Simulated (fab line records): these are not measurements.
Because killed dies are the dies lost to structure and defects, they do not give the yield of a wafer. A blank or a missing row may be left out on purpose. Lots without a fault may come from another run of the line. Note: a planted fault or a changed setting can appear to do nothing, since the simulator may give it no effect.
fab line records	flow gf180mcu
record lots=15	wafers=45	lastDay=34
route steps=602 shown MIM@523 V5@545
lots that met no fault: taken from a fault-free run of the same line
startH: hours from the record's first day to the start of the lot's first wafer shown	waitH: hours from the lot's prior step to this one	" same as the row above	L1.1+2: one row covering several wafers at once	- no value, or no start given	* or withheld: withheld	< > ~ a bound
route shown NAME@n: NAME is a module with steps in the file, n the number in the route of the first one	usual: the fault-free wafers' mean and standard deviation	same: alike in all rows	chamber/n: place in a boat	sites: each site's reading	_std_site: their standard deviation	_edge_site: inner sites' mean taken away from outer sites' mean	radiusMm: how far each site lies from the wafer's centre	mask NAME#n: copy n	behind: the tool/chamber that last shaped the wafer	hold: reason for holding the lot/hours on hold/outcome of the hold	device: which transistor (n, p or np) failed to switch	end of line: the route-end tests of the same wafers	for a step that has no rows: nothing shown but its recipe	killed: the dies lost at the first sort to structure and to defects; this is not the yield of the wafer	map: shows each die of a wafer: x if killed, . if not, _ if none is there
set.NAME: the setting the step ran with; set.NAME@STEP: the setting that earlier step ran with	model.NAME: the simulator's own value behind a step, which no gauge read
steps of the route over a sample of lots; a table a step, a row a wafer
services: a tool's chamber out of use, with start hour (startH, from the record's first day; less than 0 if before it), hours out, and reason
## steps
# step GF_MIM_STRIP_20
# recipe chemistry=O2/N2	powerW=1400	pressureMtorr=1500	platenTempC=250	o2FlowSccm=3000	n2FlowSccm=300	overashFraction=0.5
# usual drypumpMotorCurrentA=5.7/0.47	heaterPowerW=325/23	oesProductAu=0.692/0.0045	stripTimeToEndpointS=11.23/0.039
lot.wafer	tool	chamber	startH	waitH	drypumpMotorCurrentA	heaterPowerW	oesProductAu	rfHoursCounterH	stripTimeToEndpointS
L603.2	plasmaAsher-01	1	592.54	0.0	5.0	355	0.693	17	11.26
L603.4	"	1	"	"	5.0	357	0.690	-	11.29
L603.6	"	1	"	"	5.0	351	0.696	-	11.29
L604.3	plasmaAsher-01	0	596.47	0.1	5.6	307	0.687	-	11.20
L604.5	"	1	"	"	5.0	365	0.689	-	11.20
L604.6	"	0	"	"	5.6	307	0.696	-	11.20
L605.2	plasmaAsher-03	1	609.40	0.0	6.0	305	0.693	51	11.23
L605.3	"	0	"	"	5.7	321	0.693	-	11.17
L605.6	"	0	"	"	5.7	308	0.690	-	11.15
L606.1	plasmaAsher-01	0	615.85	0.1	5.6	317	0.688	20	11.29
L606.2	"	1	"	"	5.0	350	0.688	20	11.25
L606.5	"	1	"	"	5.0	350	0.692	-	11.27
L608.1	plasmaAsher-03	0	637.53	0.0	5.7	308	0.690	55	11.26
L608.2	"	1	"	"	6.0	305	0.697	55	11.25
L608.3	"	0	"	"	5.7	306	0.683	-	11.28
L610.4	plasmaAsher-01	1	648.58	0.1	5.0	356	0.689	-	11.22
L610.5	"	1	"	"	5.0	356	0.685	-	11.23
L610.6	"	0	"	"	5.6	302	0.698	-	11.27
L611.2	plasmaAsher-03	1	662.39	0.0	6.0	310	0.689	58	11.21
L611.3	"	1	"	"	6.0	306	0.691	-	11.22
L611.6	"	0	"	"	5.7	312	0.685	-	11.25
L612.2	plasmaAsher-03	1	668.50	0.1	6.1	307	0.693	58	11.26
L612.3	"	1	"	"	6.0	305	0.699	-	11.24
L612.6	"	1	"	"	6.0	304	0.691	-	11.23
L613.3	plasmaAsher-02	1	671.39	0.1	6.6	376	0.687	-	11.19
L613.5	"	0	"	"	5.4	312	0.687	-	11.21
L613.6	"	1	"	"	6.6	368	0.695	-	11.17
L617.1	plasmaAsher-02	0	696.88	0.0	5.4	311	0.689	96	11.17
L617.4	"	1	"	"	6.6	369	0.694	-	11.20
L617.5	"	0	"	"	5.4	309	0.688	-	11.16
L620.1	plasmaAsher-01	1	713.33	0.0	5.0	355	0.689	31	11.28
L620.3	"	0	"	"	5.6	305	0.694	-	11.25
L620.6	"	1	"	"	5.0	356	0.695	-	11.24
L622.2	plasmaAsher-03	0	724.54	0.0	5.7	314	0.694	64	11.27
L622.4	"	0	"	"	5.7	315	0.697	-	11.23
L622.5	"	0	"	"	5.7	317	0.694	-	11.28
L623.2	plasmaAsher-02	1	730.63	0.0	6.6	365	0.692	99	11.23
L623.5	"	1	"	"	6.6	361	0.699	-	11.28
L623.6	"	0	"	"	5.5	311	0.697	-	11.25
L624.1	plasmaAsher-03	0	736.94	0.0	5.7	314	0.694	65	11.22
L624.3	"	0	"	"	5.7	311	0.692	-	11.24
L624.4	"	1	"	"	6.0	304	0.696	-	11.24
L625.4	plasmaAsher-02	0	739.08	0.1	5.5	307	0.698	-	11.27
L625.5	"	1	"	"	6.6	372	0.702	-	11.26
L625.6	"	0	"	"	5.5	312	0.689	-	11.28
# step GF_V5_BOW_MEAS_05
# recipe mode=bow
# usual V5_BOW=132/10
lot.wafer	tool	chamber	startH	waitH	V5_BOW[um]
L603.2	filmMetro-03	-	615.51	0.1	135
L603.4	"	-	"	"	132
L603.6	"	-	"	"	133
L604.3	filmMetro-03	-	619.60	0.2	128
L604.5	"	-	"	"	122
L604.6	"	-	"	"	126
L605.2	filmMetro-03	-	632.21	0.3	126
L605.3	"	-	"	"	114
L605.6	"	-	"	"	106
L606.1	filmMetro-03	-	638.37	0.2	129
L606.2	"	-	"	"	119
L606.5	"	-	"	"	130
L608.1	filmMetro-01	-	658.66	0.2	131
L608.2	"	-	"	"	127
L608.3	"	-	"	"	125
L610.4	filmMetro-02	-	669.70	0.3	123
L610.5	"	-	"	"	113
L610.6	"	-	"	"	137
L611.2	filmMetro-01	-	683.37	0.3	137
L611.3	"	-	"	"	142
L611.6	"	-	"	"	142
L612.2	filmMetro-02	-	689.17	0.1	124
L612.3	"	-	"	"	116
L612.6	"	-	"	"	128
L613.3	filmMetro-01	-	691.72	0.3	125
L613.5	"	-	"	"	135
L613.6	"	-	"	"	145
L617.1	filmMetro-03	-	716.60	0.1	129
L617.4	"	-	"	"	123
L617.5	"	-	"	"	128
L620.1	filmMetro-03	-	732.72	0.2	119
L620.3	"	-	"	"	123
L620.6	"	-	"	"	113
L622.2	filmMetro-02	-	743.37	0.1	123
L622.4	"	-	"	"	130
L622.5	"	-	"	"	129
L623.2	filmMetro-03	-	750.16	0.3	139
L623.5	"	-	"	"	132
L623.6	"	-	"	"	136
L624.1	filmMetro-01	-	755.72	0.2	145
L624.3	"	-	"	"	143
L624.4	"	-	"	"	144
L625.4	filmMetro-01	-	757.75	0.3	140
L625.5	"	-	"	"	143
L625.6	"	-	"	"	141
# step GF_V5_SPUTTER_21
# recipe material=Ti	targetThkNm=15	chamberPressurePa=5	powerW=2500	substrateTempC=200	timeS=80.02
# usual cathodeDcPowerW=2500.0/0.49	throttleValvePct=30.0/0.96
lot.wafer	tool	chamber	startH	waitH	cathodeDcPowerW	throttleValvePct
L603.2	pvdSputter-02	-	636.37	0.0	2499.1	29.0
L603.4	"	-	"	"	2499.9	30.7
L603.6	"	-	"	"	2500.1	28.8
L604.3	pvdSputter-02	-	640.95	0.0	2499.7	30.8
L604.5	"	-	"	"	2499.6	29.1
L604.6	"	-	"	"	2499.9	30.8
L605.2	pvdSputter-02	-	652.81	0.0	2500.7	30.8
L605.3	"	-	"	"	2499.2	29.1
L605.6	"	-	"	"	2499.9	28.9
L606.1	pvdSputter-04	-	659.23	0.0	2499.5	28.9
L606.2	"	-	"	"	2500.3	29.7
L606.5	"	-	"	"	2500.4	31.5
L608.1	pvdSputter-02	-	679.08	0.0	2499.8	28.9
L608.2	"	-	"	"	2498.8	29.2
L608.3	"	-	"	"	2499.8	31.6
L610.4	pvdSputter-01	-	688.96	0.0	2499.4	29.7
L610.5	"	-	"	"	2500.1	29.5
L610.6	"	-	"	"	2500.3	29.6
L611.2	pvdSputter-04	-	703.08	0.0	2499.5	28.9
L611.3	"	-	"	"	2500.2	30.1
L611.6	"	-	"	"	2500.9	29.6
L612.2	pvdSputter-04	-	708.92	0.0	2499.3	30.0
L612.3	"	-	"	"	2499.3	29.4
L612.6	"	-	"	"	2499.7	29.1
L613.3	pvdSputter-04	-	710.43	0.0	2499.7	29.2
L613.5	"	-	"	"	2499.2	29.8
L613.6	"	-	"	"	2500.8	29.4
L617.1	pvdSputter-04	-	735.00	0.0	2499.8	28.8
L617.4	"	-	"	"	2500.8	31.6
L617.5	"	-	"	"	2499.8	31.8
L620.1	pvdSputter-01	-	750.76	0.0	2500.0	31.3
L620.3	"	-	"	"	2500.1	29.3
L620.6	"	-	"	"	2499.7	31.5
L622.2	pvdSputter-02	-	760.72	0.0	2498.7	29.2
L622.4	"	-	"	"	2500.2	28.9
L622.5	"	-	"	"	2499.7	31.5
L623.2	pvdSputter-01	-	767.76	0.0	2500.6	29.6
L623.5	"	-	"	"	2499.9	30.2
L623.6	"	-	"	"	2499.9	29.6
L624.1	pvdSputter-04	-	772.52	0.0	2499.5	29.3
L624.3	"	-	"	"	2499.9	31.5
L624.4	"	-	"	"	2500.9	29.8
L625.4	pvdSputter-01	-	774.67	0.0	2500.4	30.0
L625.5	"	-	"	"	2499.3	31.2
L625.6	"	-	"	"	2500.4	29.5
# step GF_V5_CMP_26
# recipe stopOn=SiO2	downForcePsi=3.5	platenRpm=60	tOverpolishS=15	targetThkNm=0	padVelocityMS=0.94248
# usual edgeZonePressureFrac=1.000/0.0049	headPressurePsi=3.500/0.0081	motorCurrentA=10.5/0.84	overpolishRunS=15.000/0.0085	slurryFilterDpKPa=13.48/0.13	timeToEndpointS=85/4.4
lot.wafer	tool	chamber	startH	waitH	edgeZonePressureFrac	headPressurePsi	motorCurrentA	overpolishRunS	slurryFilterDpKPa	timeToEndpointS
L603.4	cmp-02	2	636.86	0.1	1.000	3.499	10.5	15.000	13.44	90
L603.2	"	3	"	"	1.003	3.507	8.9	15.000	13.60	83
L603.6	"	1	"	"	1.007	3.509	10.0	15.006	13.60	90
L604.3	cmp-02	2	641.65	0.2	0.998	3.511	10.4	14.992	13.52	87
L604.6	"	3	"	"	0.997	3.518	9.5	15.010	13.34	82
L604.5	"	0	"	"	1.008	3.497	10.9	14.984	13.49	93
L605.2	cmp-02	0	658.64	0.1	1.002	3.497	11.2	15.009	13.52	96
L605.3	"	2	"	"	0.997	3.499	10.1	15.004	13.43	84
L605.6	"	0	"	"	1.006	3.499	11.6	15.002	13.52	93
L606.2	cmp-01	0	659.72	0.1	0.993	3.501	10.1	15.010	13.35	83
L606.1	"	1	"	"	0.995	3.501	11.0	14.992	13.45	81
L606.5	"	2	"	"	1.000	3.501	11.8	14.990	13.66	81
L608.1	cmp-01	2	679.54	0.1	1.011	3.489	11.5	15.005	13.40	81
L608.3	"	0	"	"	0.988	3.502	10.5	15.006	13.47	87
L608.2	"	1	"	"	0.993	3.494	11.4	15.005	13.42	86
L610.4	cmp-02	1	689.50	0.2	-	-	-	-	-	-
L610.6	"	2	"	"	-	-	-	-	-	-
L610.5	"	3	"	"	-	-	-	-	-	-
L611.3	cmp-02	0	703.53	0.1	-	-	-	-	-	-
L611.2	"	1	"	"	-	-	-	-	-	-
L611.6	"	3	"	"	-	-	-	-	-	-
L612.3	cmp-02	1	709.31	0.0	-	-	-	-	-	-
L612.2	"	0	"	"	-	-	-	-	-	-
L612.6	"	1	"	"	-	-	-	-	-	-
L613.3	cmp-02	0	710.83	0.0	0.999	3.488	11.8	15.007	13.47	89
L613.5	"	0	"	"	1.003	3.492	11.0	15.001	13.50	90
L613.6	"	1	"	"	1.001	3.505	10.1	15.008	13.39	86
L617.1	cmp-01	1	735.45	0.1	0.994	3.497	11.2	15.007	13.56	82
L617.4	"	2	"	"	1.000	3.497	11.3	15.012	13.43	83
L617.5	"	0	"	"	1.001	3.507	10.0	15.003	13.25	82
L620.3	cmp-01	3	751.15	0.0	0.992	3.503	10.7	14.982	13.44	83
L620.1	"	1	"	"	0.997	3.496	10.3	15.002	13.66	80
L620.6	"	3	"	"	0.997	3.499	10.7	14.994	13.51	88
L622.2	cmp-02	0	761.11	0.0	1.003	3.496	12.3	15.006	13.27	86
L622.4	"	1	"	"	0.999	3.491	10.1	14.973	13.59	83
L622.5	"	1	"	"	0.998	3.499	9.7	15.007	13.57	78
L623.2	cmp-01	1	768.20	0.1	0.999	3.511	11.3	14.997	13.56	79
L623.6	"	0	"	"	0.995	3.499	9.8	14.986	13.68	79
L623.5	"	1	"	"	0.993	3.505	10.8	15.004	13.37	81
L624.1	cmp-02	2	772.91	0.1	1.003	3.508	10.1	15.016	13.42	83
L624.4	"	3	"	"	1.005	3.496	9.2	14.999	13.69	79
L624.3	"	1	"	"	1.007	3.496	9.6	15.000	13.63	85
L625.4	cmp-02	1	775.28	0.1	1.005	3.496	9.7	14.999	13.40	84
L625.6	"	0	"	"	1.001	3.501	11.5	15.001	13.28	88
L625.5	"	1	"	"	1.003	3.495	9.5	14.996	13.36	85
## services
tool	chamber	startH	hours	kind
cmp-02	-	575.65	10.0	pm
pvdSputter-02	-	582.03	9.0	repair
cmp-01	-	602.98	4.0	pm
cmp-01	-	606.98	-	consumableReplace:conditioner
cmp-01	-	606.98	-	consumableReplace:pad
cmp-02	-	607.50	1.4	repair
plasmaAsher-02	-	634.29	4.3	pm
cmp-01	-	637.96	8.0	pm
plasmaAsher-01	-	666.75	0.5	repair
cmp-01	-	672.08	5.1	pm
cmp-02	-	679.00	1.1	repair
plasmaAsher-02	-	680.62	3.0	repair
plasmaAsher-02	-	736.15	2.8	pm
cmp-02	-	744.21	4.0	pm
cmp-02	-	748.21	-	consumableReplace:conditioner
cmp-02	-	748.21	-	consumableReplace:pad
cmp-01	-	766.96	0.6	repair
pvdSputter-02	-	770.04	1.9	repair
## key
firstSign step=GF_V5_CMP_26	reading=toolRecord	direction=missing
effect none on later readings
metAt GF_V5_CMP_26
struckLots L610,L611,L612
laterRowsLeftOut L610.4,L610.5,L610.6,L611.2,L611.3,L611.6,L612.2,L612.3,L612.6
sortLeftOut L610.4,L610.5,L610.6,L611.2,L611.3,L611.6,L612.2,L612.3,L612.6
notActingAt GF_MIM_STRIP_20,GF_V5_BOW_MEAS_05,GF_V5_SPUTTER_21
onsetBetween 658.64 689.50
fault kind=skippedStepWhole	tool=cmp-02	chamber=-	onsetH=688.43	steps=GF_V5_CMP_26	scope=struckLotsOnly
# sortLeftOut: the simulated sort isn't trusted on such a fault, so these wafers' sort isn't shown, and their yield isn't known
# laterRowsLeftOut: the simulator's readings of these wafers behind a module that went badly wrong aren't trusted and aren't shown, but for the sort
